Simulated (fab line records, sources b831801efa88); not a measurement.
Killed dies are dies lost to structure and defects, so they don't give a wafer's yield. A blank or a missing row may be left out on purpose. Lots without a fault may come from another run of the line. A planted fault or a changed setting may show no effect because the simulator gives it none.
Problem report in the 8D (eight disciplines) form, filled by code | flow gf180mcu | the parts of the form that need people (team, actions taken, sign-off) are left out

1. THE PROBLEM
temp_c at GF_STI_WET_ETCH_26 reads a mean of 30.08 C on 3 wafers of 1 lot; wafers without a fault read 25.01 C with a standard deviation of 0.1. That is +51 standard deviations from the usual mean.
The step: etches SiO2 in dHF, target depth 94 nm, time 188 s.
First seen on wafer L574.1, day 4 02:29, on wet_bench-03. The record holds 15 wafers of 5 lots with a number at this step. Rule for "out", or "out of limits": more than 4 standard deviations from the usual mean. The other wafers with a number count as sound.

2. WHAT IT IS AND WHAT IT IS NOT
question                    | is                         | is not
which readings at this step | temp_c, bath_heat_duty_pct | -
which lots                  | L574                       | L566, L567, L588, L589
which wafers of those lots  | all that have a number     | -
read on which tools         | wet_bench-03               | wet_bench-01
when                        | from day 4 02:29           | up to then (6 sound wafers); but 6 sound wafers of L588, L589 came after

3. SUSPECTS, AND WHAT RULES EACH OUT
Counting: a tool at a process step up to the reading stays a suspect if it ran every lot that is out and no sound lot after the first of them.
- rie_si-01 at GF_STI_ETCH_14 (etches Si in HBr/Cl2/O2, target depth 360 nm, time 102.9 s): ruled out as a lasting fault. Sound lots L589 ran on it after its first lot that is out, L574 (day 3 19:31).
- plasma_asher-02 at GF_STI_STRIP_15 (strips in O2/N2): kept. It ran the lot that is out, L574 (day 3 19:35), and no sound lot after that.
- cmp-01 at GF_STI_CMP_25 (polishes, stops on Si3N4, t overpolish 33 s, target thk 524.6 nm): kept. It ran the lot that is out, L574 (day 4 02:11), and no sound lot after that; its last sound lot up to then is L567 (day 2 12:00).
- wet_bench-03 at GF_STI_WET_ETCH_26 (etches SiO2 in dHF, target depth 94 nm, time 188 s): kept. It ran the lot that is out, L574 (day 4 02:29), and no sound lot after that; its last sound lot up to then is L567 (day 2 12:18). Its own readings are out on those wafers: bath_heat_duty_pct, temp_c.
Left after counting: plasma_asher-02 at GF_STI_STRIP_15, cmp-01 at GF_STI_CMP_25, wet_bench-03 at GF_STI_WET_ETCH_26.

4. THE CAUSE (what the simulator had put in)
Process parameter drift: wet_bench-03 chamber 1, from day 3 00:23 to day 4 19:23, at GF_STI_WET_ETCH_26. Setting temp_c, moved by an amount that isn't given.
Counting left 3 suspects, and this tool is among them.

5. THE CHAIN OF EFFECTS, in route order
Each row: a reading whose mean over the struck wafers that have a number lies more than 3 standard deviations from the usual. Only readings for which the record gives a usual standard deviation are gone through. hours: the time from each lot's start at the first step in this table that gives one to its start at this step, as a median over the lots. sigmas: the change in usual standard deviations.
hours | step               | reading            | usual   | on struck wafers | change | sigmas
0     | GF_STI_WET_ETCH_26 | bath_heat_duty_pct | 6.3 %   | 13.4             | +7.1   | +11
0     | GF_STI_WET_ETCH_26 | temp_c             | 25.01 C | 30.08            | +5.07  | +51
The process steps in it:
- GF_STI_WET_ETCH_26: etches SiO2 in dHF, target depth 94 nm, time 188 s.
Later measuring or inspecting steps at which every struck wafer that the step has a row for has a number for every such reading, and none has moved that far: GF_STI_THK_MEAS_30, GF_DNWELL_TW_MEAS_09, GF_NWELL_OVL_MEAS_07, GF_NWELL_TW_MEAS_11.

6. WHAT WOULD HAVE CAUGHT IT SOONER
In this record the first reading out of limits was taken at day 4 02:29, 26 hours after the fault began at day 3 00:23.
